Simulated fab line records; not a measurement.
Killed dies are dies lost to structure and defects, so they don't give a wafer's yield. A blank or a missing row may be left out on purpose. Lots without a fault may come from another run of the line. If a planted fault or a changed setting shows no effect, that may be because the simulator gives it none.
fab line records    flow sky130
[record] lots = 13  wafers = 39  lastDay = 50
route steps=708 shown VT_ADJUST_NCORE@126 POLY_GATE@228 LDD_N@254 PAD_OPEN@708
lots that met no fault: from a run of the same line without faults
startH: start of the lot's first displayed wafer, in hours after the record's first day    waitH: how many hours have passed since the lot's step before this one    " identical to the entry in the row above    L1.1+2: a single row standing in for several wafers    - either no value or no given start    * or withheld: withheld    < > ~ a bound
route shown NAME@n: a module of which the file shows steps, and the number in the route of the first    usual: average and standard deviation across the fault-free wafers    same: alike in all rows    chamber/n: place in a boat    sites: readings site by site    _std_site: the values' standard deviation    _edge_site: mean of outer sites minus mean of inner sites    radiusMm: how far each site lies from the wafer's centre    mask NAME#n: copy n    behind: the most recent tool/chamber to have shaped the wafer    hold: why the lot went on hold/how many hours it stayed there/how the hold came to an end    device: whichever transistor did not switch (one of n, p or np)    end of line: at the end of the route, the tests of the same wafers    a step with no rows: only its recipe    killed: at the first sort, the dies lost to defects and structure; wafer yield is something else    map: dies across one wafer; x = killed, . = not, _ = none there
set.NAME: the run value of the setting; set.NAME@STEP: its run value at that earlier step    model.NAME: the simulator's own value behind a step, which no gauge read
the route's steps for a sample of lots (tables are steps, rows are wafers)
services: when a tool's chamber went out of use (startH, in hours from the record's first day, below 0 if earlier), for how many hours, and the reason
[[steps]]
[step SKY_VT_ADJUST_NCORE_CD_MEAS_07]
[recipe] targetCdNm = 380
[usual] cdNm = 380/3.5
lot.wafer  tool      chamber  startH  waitH  cdNm
L387.1     cdSem-02  -        177.75  0.1    380
L387.4     "         -        "       "      380
L387.6     "         -        "       "      382
L388.3     cdSem-01  -        182.48  0.1    377
L388.4     "         -        "       "      376
L388.5     "         -        "       "      378
L389.4     cdSem-01  -        186.55  0.1    379
L389.5     "         -        "       "      380
L389.6     "         -        "       "      377
L391.4     cdSem-01  -        203.90  0.1    380
L391.5     "         -        "       "      381
L391.6     "         -        "       "      382
L392.2     cdSem-02  -        213.41  0.1    380
L392.5     "         -        "       "      381
L392.6     "         -        "       "      381
L394.1     cdSem-01  -        220.39  0.1    381
L394.2     "         -        "       "      381
L394.6     "         -        "       "      379
L396.2     cdSem-02  -        238.77  0.1    378
L396.4     "         -        "       "      377
L396.6     "         -        "       "      377
L398.2     cdSem-01  -        252.01  0.1    381
L398.3     "         -        "       "      379
L398.4     "         -        "       "      377
L401.1     cdSem-02  -        310.24  0.1    383
L401.3     "         -        "       "      380
L401.6     "         -        "       "      382
L405.1     cdSem-01  -        316.70  0.1    375
L405.2     "         -        "       "      375
L405.3     "         -        "       "      375
L406.1     cdSem-01  -        320.10  0.1    387
L406.3     "         -        "       "      392
L406.6     "         -        "       "      390
L409.1     cdSem-02  -        339.64  0.1    380
L409.5     "         -        "       "      380
L409.6     "         -        "       "      381
L410.4     cdSem-01  -        346.55  0.1    380
L410.5     "         -        "       "      379
L410.6     "         -        "       "      381
[step SKY_POLY_GATE_OVL_MEAS_14]
[usual] POLY_GATE_OVL = -3/5.5
lot.wafer  tool        chamber  startH  waitH  POLY_GATE_OVL[nm]
L387.1     overlay-01  -        364.57  0.1    10
L387.4     "           -        "       "      1
L387.6     "           -        "       "      6
L388.3     overlay-01  -        367.27  0.1    -7
L388.4     "           -        "       "      -6
L388.5     "           -        "       "      -4
L389.4     overlay-01  -        367.99  0.1    2
L389.5     "           -        "       "      1
L389.6     "           -        "       "      1
L391.4     overlay-02  -        393.79  0.1    -1
L391.5     "           -        "       "      3
L391.6     "           -        "       "      1
L392.2     overlay-02  -        406.21  0.1    10
L392.5     "           -        "       "      14
L392.6     "           -        "       "      10
L394.1     overlay-01  -        416.55  0.1    1
L394.2     "           -        "       "      -3
L394.6     "           -        "       "      -3
L396.2     overlay-01  -        443.63  0.1    -11
L396.4     "           -        "       "      -13
L396.6     "           -        "       "      -10
L398.2     overlay-02  -        463.48  0.1    -11
L398.3     "           -        "       "      -3
L398.4     "           -        "       "      -13
L401.1     overlay-02  -        531.57  0.1    -9
L401.3     "           -        "       "      -9
L401.6     "           -        "       "      -12
L405.1     overlay-01  -        541.17  0.1    -3
L405.2     "           -        "       "      -7
L405.3     "           -        "       "      -3
L406.1     overlay-02  -        542.47  0.1    6
L406.3     "           -        "       "      -1
L406.6     "           -        "       "      -6
L409.1     overlay-01  -        564.87  0.1    -6
L409.5     "           -        "       "      -4
L409.6     "           -        "       "      -4
L410.4     overlay-01  -        571.72  0.1    1
L410.5     "           -        "       "      4
L410.6     "           -        "       "      3
[step SKY_POLY_GATE_OXIDATION_20]
[recipe] tempC = 850  ambient = O2  stabiliseS = 600  purgeS = 300  targetThkA = 40  oxTimeS = 899
[usual] spikeTcCentreC = 850.5/1.3  tube_center_temp_C_max = 852.2/0.32  zonePowerCentrePct = 16.8/2.3
lot.wafer  tool        chamber  startH  waitH  spikeTcCentreC  tube_center_temp_C_max  zonePowerCentrePct
L387.1     furnace-02  0        368.64  3.6    850.5           852.4                   14.3
L387.4     "           0        "       "      851.3           851.9                   14.4
L387.6     "           0        "       "      850.3           851.9                   14.5
L388.3     furnace-02  0        368.64  1.0    851.3           851.8                   14.4
L388.4     "           0        "       "      851.2           852.3                   14.6
L388.5     "           0        "       "      851.3           852.0                   14.6
L389.4     furnace-02  0        368.64  0.2    852.6           852.4                   14.5
L389.5     "           0        "       "      850.1           852.3                   14.3
L389.6     "           0        "       "      852.3           852.6                   14.7
L391.4     furnace-01  0        396.12  1.9    847.9           852.5                   19.2
L391.5     "           0        "       "      848.7           852.2                   19.1
L391.6     "           0        "       "      850.6           852.2                   19.1
L392.2     furnace-01  0        407.38  0.7    849.8           852.0                   19.0
L392.5     "           0        "       "      848.6           852.1                   18.7
L392.6     "           0        "       "      847.2           851.9                   18.9
L394.1     furnace-02  0        416.98  0.0    851.6           852.2                   14.4
L394.2     "           0        "       "      850.0           852.6                   14.6
L394.6     "           0        "       "      852.7           852.2                   14.6
L394.1     furnace-01  0        419.12  0.9    848.9           851.8                   18.8
L394.2     "           0        "       "      851.1           852.2                   19.5
L394.6     "           0        "       "      849.0           852.2                   19.1
L396.2     furnace-02  0        444.89  0.8    852.0           852.4                   14.6
L396.4     "           0        "       "      850.8           852.7                   14.5
L396.6     "           0        "       "      850.1           851.9                   14.5
L398.2     furnace-01  0        469.54  5.6    848.4           852.5                   18.9
L398.3     "           0        "       "      849.4           851.9                   18.9
L398.4     "           0        "       "      850.4           852.3                   19.4
L398.2     furnace-01  0        472.28  1.5    848.5           852.0                   18.7
L398.3     "           0        "       "      849.6           852.2                   19.2
L398.4     "           0        "       "      849.3           851.4                   19.1
L401.1     furnace-01  0        531.99  0.0    850.6           851.7                   18.7
L401.3     "           0        "       "      850.8           852.3                   19.1
L401.6     "           0        "       "      851.0           851.7                   18.7
L401.1     furnace-02  0        533.53  0.3    850.0           852.8                   14.5
L401.3     "           0        "       "      851.0           852.2                   14.4
L401.6     "           0        "       "      851.8           851.5                   14.6
L405.1     furnace-01  0        541.59  0.0    849.0           852.5                   18.8
L405.2     "           0        "       "      849.0           852.5                   18.9
L405.3     "           0        "       "      850.0           852.0                   18.8
L406.1     furnace-01  0        542.90  0.0    849.6           852.3                   18.5
L406.3     "           0        "       "      849.4           852.1                   19.1
L406.6     "           0        "       "      850.5           851.9                   19.5
L409.1     furnace-01  0        565.29  0.0    850.2           852.3                   19.3
L409.5     "           0        "       "      851.0           852.0                   19.1
L409.6     "           0        "       "      849.7           852.6                   19.1
L410.4     furnace-02  0        572.13  0.0    849.1           852.0                   14.6
L410.5     "           0        "       "      849.9           852.3                   14.6
L410.6     "           0        "       "      852.8           851.9                   14.7
[step SKY_POLY_GATE_THK_MEAS_21]
[recipe] reads = SiO2_of_POLY_GATE_OXIDATION_20
[usual] POLY_GATE_OXIDATION_THK = 4.01/0.094
lot.wafer  tool          chamber  startH  waitH  POLY_GATE_OXIDATION_THK[nm]
L387.1     filmMetro-03  -        369.89  0.0    4.10
L387.4     "             -        "       "      4.01
L387.6     "             -        "       "      4.08
L388.3     filmMetro-04  -        369.91  0.0    4.00
L388.4     "             -        "       "      4.11
L388.5     "             -        "       "      4.09
L389.4     filmMetro-01  -        369.92  0.0    3.97
L389.5     "             -        "       "      4.04
L389.6     "             -        "       "      4.03
L391.4     filmMetro-01  -        397.40  0.0    3.99
L391.5     "             -        "       "      3.92
L391.6     "             -        "       "      3.98
L392.2     filmMetro-04  -        408.64  0.0    3.84
L392.5     "             -        "       "      3.85
L392.6     "             -        "       "      3.88
L394.1     filmMetro-01  -        420.37  0.0    6.47
L394.2     "             -        "       "      6.67
L394.6     "             -        "       "      6.63
L396.2     filmMetro-04  -        446.15  0.0    4.04
L396.4     "             -        "       "      4.04
L396.6     "             -        "       "      4.00
L398.2     filmMetro-04  -        473.66  0.1    6.51
L398.3     "             -        "       "      6.42
L398.4     "             -        "       "      6.49
L401.1     filmMetro-01  -        534.78  0.0    6.51
L401.3     "             -        "       "      6.62
L401.6     "             -        "       "      6.60
L405.1     filmMetro-03  -        542.84  0.0    4.03
L405.2     "             -        "       "      4.02
L405.3     "             -        "       "      4.05
L406.1     filmMetro-04  -        544.15  0.0    3.98
L406.3     "             -        "       "      3.96
L406.6     "             -        "       "      3.96
L409.1     filmMetro-03  -        566.54  0.0    4.09
L409.5     "             -        "       "      4.07
L409.6     "             -        "       "      4.11
L410.4     filmMetro-01  -        573.41  0.0    4.02
L410.5     "             -        "       "      4.04
L410.6     "             -        "       "      4.02
[step SKY_LDD_N_TW_MEAS_17]
[usual] LDD_N_TW = 2592/38
lot.wafer  tool          chamber  startH  waitH  LDD_N_TW
L387.1     filmMetro-04  -        400.07  0.1    2645
L387.4     "             -        "       "      2638
L387.6     "             -        "       "      2658
L388.3     filmMetro-02  -        400.25  0.1    2584
L388.4     "             -        "       "      2587
L388.5     "             -        "       "      2580
L389.4     filmMetro-03  -        400.56  0.1    2554
L389.5     "             -        "       "      2568
L389.6     "             -        "       "      2566
L391.4     filmMetro-02  -        428.95  0.1    2582
L391.5     "             -        "       "      2590
L391.6     "             -        "       "      2565
L392.2     filmMetro-02  -        441.05  0.1    2581
L392.5     "             -        "       "      2577
L392.6     "             -        "       "      2596
L394.1     filmMetro-02  -        450.09  0.1    2577
L394.2     "             -        "       "      2565
L394.6     "             -        "       "      2576
L396.2     filmMetro-03  -        477.93  0.1    2566
L396.4     "             -        "       "      2576
L396.6     "             -        "       "      2576
L398.2     filmMetro-03  -        502.53  0.1    2562
L398.3     "             -        "       "      2555
L398.4     "             -        "       "      2556
L401.1     filmMetro-03  -        564.52  0.1    2567
L401.3     "             -        "       "      2556
L401.6     "             -        "       "      2564
L405.1     filmMetro-03  -        573.69  0.1    2538
L405.2     "             -        "       "      2566
L405.3     "             -        "       "      2557
L406.1     filmMetro-02  -        575.02  0.1    2606
L406.3     "             -        "       "      2599
L406.6     "             -        "       "      2586
L409.1     filmMetro-04  -        597.02  0.1    2645
L409.5     "             -        "       "      2647
L409.6     "             -        "       "      2653
L410.4     filmMetro-03  -        604.15  0.1    2544
L410.5     "             -        "       "      2550
L410.6     "             -        "       "      2544
[step SKY_PAD_OPEN_PROBE_99]
[usual] killed_at_M0_to_M3 = 43/7.3  killed_at_M4_up = 3.4/1.7  killedAtContacts = 24/4.5  killedAtFrontEnd = 16/4.4  killedAtOther = 0.2/0.51  killedDies = 86/9.7  killedOpen = 46/6.6  killedShort = 39/7.1
[same] grossDies = 492  killedAtBackSide = 0
lot.wafer  tool       chamber  startH   waitH  killed_at_M0_to_M3  killed_at_M4_up  killedAtContacts  killedAtFrontEnd  killedAtOther  killedDies  killedOpen  killedShort
L398.3     prober-01  -        1139.27  0.2    34                  2                26                15                0              77          46          31
L401.3     prober-01  -        1179.06  0.2    49                  8                28                23                0              108         59          47
L401.6     prober-01  -        1179.21  0.2    45                  8                26                20                0              99          46          52
// killed by level:class
L398.3 CONTACT:geometricParticle:open=9 VIA1:geometricParticle:open=9 LI_CONTACT:geometricParticle:open=7 CONTACT:geometricParticle:short=6 VIA2:geometricParticle:open=6 VIA3:geometricParticle:open=6 POLY_GATE:geometricParticle:short=5 METAL2:geometricParticle:short=4
L401.3 VIA1:geometricParticle:open=12 CONTACT:geometricParticle:open=10 LI_CONTACT:geometricParticle:open=9 METAL4:geometricParticle:short=7 POLY_GATE:geometricParticle:open=6 VIA3:geometricParticle:open=6 VIA2:geometricParticle:open=6 FIELD_ISO:geometricParticle:open=5
L401.6 VIA2:geometricParticle:open=8 VIA1:geometricParticle:short=8 METAL1:geometricParticle:short=7 VIA1:geometricParticle:open=7 CONTACT:geometricParticle:open=7 LOCAL_INTERCONNECT:geometricParticle:short=6 CONTACT:geometricParticle:short=5 LI_CONTACT:geometricParticle:open=5
[[services]]
tool        chamber  startH  hours  kind
furnace-02  -        351.63  2.6    pm
furnace-01  -        361.34  8.2    pm
furnace-01  -        389.18  5.4    pm
furnace-02  -        423.69  3.5    pm
furnace-01  -        443.93  2.7    pm
furnace-01  -        446.61  2.5    pm
furnace-02  -        460.37  20.6   repair
furnace-02  -        518.96  3.4    pm
furnace-02  -        541.63  1.9    pm
furnace-01  -        546.64  1.1    repair
[[key]]
[firstSign] step = SKY_POLY_GATE_OXIDATION_20  reading = visit  direction = added
[effect] step = SKY_POLY_GATE_THK_MEAS_21  reading = POLY_GATE_OXIDATION_THK  direction = up  sigmas = 27  usual = 4.01  struck = 6.55
metAt SKY_POLY_GATE_OXIDATION_20
struckLots L394,L398,L401
testerLeftOut L394,L398,L401
notActingAt SKY_VT_ADJUST_NCORE_CD_MEAS_07,SKY_POLY_GATE_OVL_MEAS_14,SKY_LDD_N_TW_MEAS_17
[fault] kind = repeatedStepWhole  tool = furnace-01,furnace-02  chamber = -  onsetH = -  steps = SKY_POLY_GATE_OXIDATION_20  times = 1  scope = struckLotsOnly
// testerLeftOut: of these lots the tester's yield and bins aren't shown, on N5 and GAA mostly nor the transistor test; their killed dies are dies lost to structure and defects alone, not to doping, threshold or leakage, so they don't give the yield
